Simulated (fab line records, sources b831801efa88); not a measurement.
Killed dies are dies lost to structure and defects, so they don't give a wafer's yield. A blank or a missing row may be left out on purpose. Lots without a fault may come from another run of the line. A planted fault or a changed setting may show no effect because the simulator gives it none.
Which tool did it? | flow sky130 | 6 lots, 18 wafers sampled, at 2 steps of a route of 708

WHAT THE GAUGES READ, wafer by wafer
SKY_SONOS_TUNNEL_OVL_MEAS_08.
lot  | measured     | on         | SONOS_TUNNEL_OVL (nm)
L451 | day 12 03:45 | overlay-01 | 0.2 -0.2 0.6
L453 | day 12 19:40 | overlay-02 | 1.1 -0.2 0.9
L456 | day 13 18:02 | overlay-02 | 1.6 2.1 3.4
L458 | day 14 02:40 | overlay-01 | -1.1 -1.6 0.8
L460 | day 15 00:28 | overlay-01 | -1.1 -1.7 -0.3
L464 | day 16 12:20 | overlay-01 | 0.2 2.3 0.4

WHICH TOOL RAN EACH LOT (tool, then ch and the chambers of the sampled wafers, then the start)
lot  | SKY_VT_ADJUST_NCORE_STRIP_10
L451 | plasma_asher-01 ch 0,1, day 9 06:55
L453 | plasma_asher-02 ch 0,1, day 9 20:52
L456 | plasma_asher-02 ch 0,1, day 10 17:13
L458 | plasma_asher-01 ch 0,1, day 11 01:50
L460 | plasma_asher-01 ch 0,1, day 11 21:20
L464 | plasma_asher-04 ch 0,1, day 13 04:15
- SKY_VT_ADJUST_NCORE_STRIP_10: strips in O2/N2.

THE ANSWER, worked out from the rows above alone
Rule: what is usual is taken from the lots themselves. Put in order of their means at a reading, lots are off if they are a third of the lots or fewer, leave a main group of 4 or more, and stand apart from it by a gap of 3 or more times the standard deviation of the main group's means; of several such gaps the widest counts. A main group whose means are all the same, to the digits that the tables above print for the reading, isn't used. A lot without any number at a reading at which 4 lots or more have one is off too. The other lots that the step has rows for count as sound.
No lot is off at any reading shown: from this, nothing can be told.

WHAT THE SIMULATOR HAD PUT IN
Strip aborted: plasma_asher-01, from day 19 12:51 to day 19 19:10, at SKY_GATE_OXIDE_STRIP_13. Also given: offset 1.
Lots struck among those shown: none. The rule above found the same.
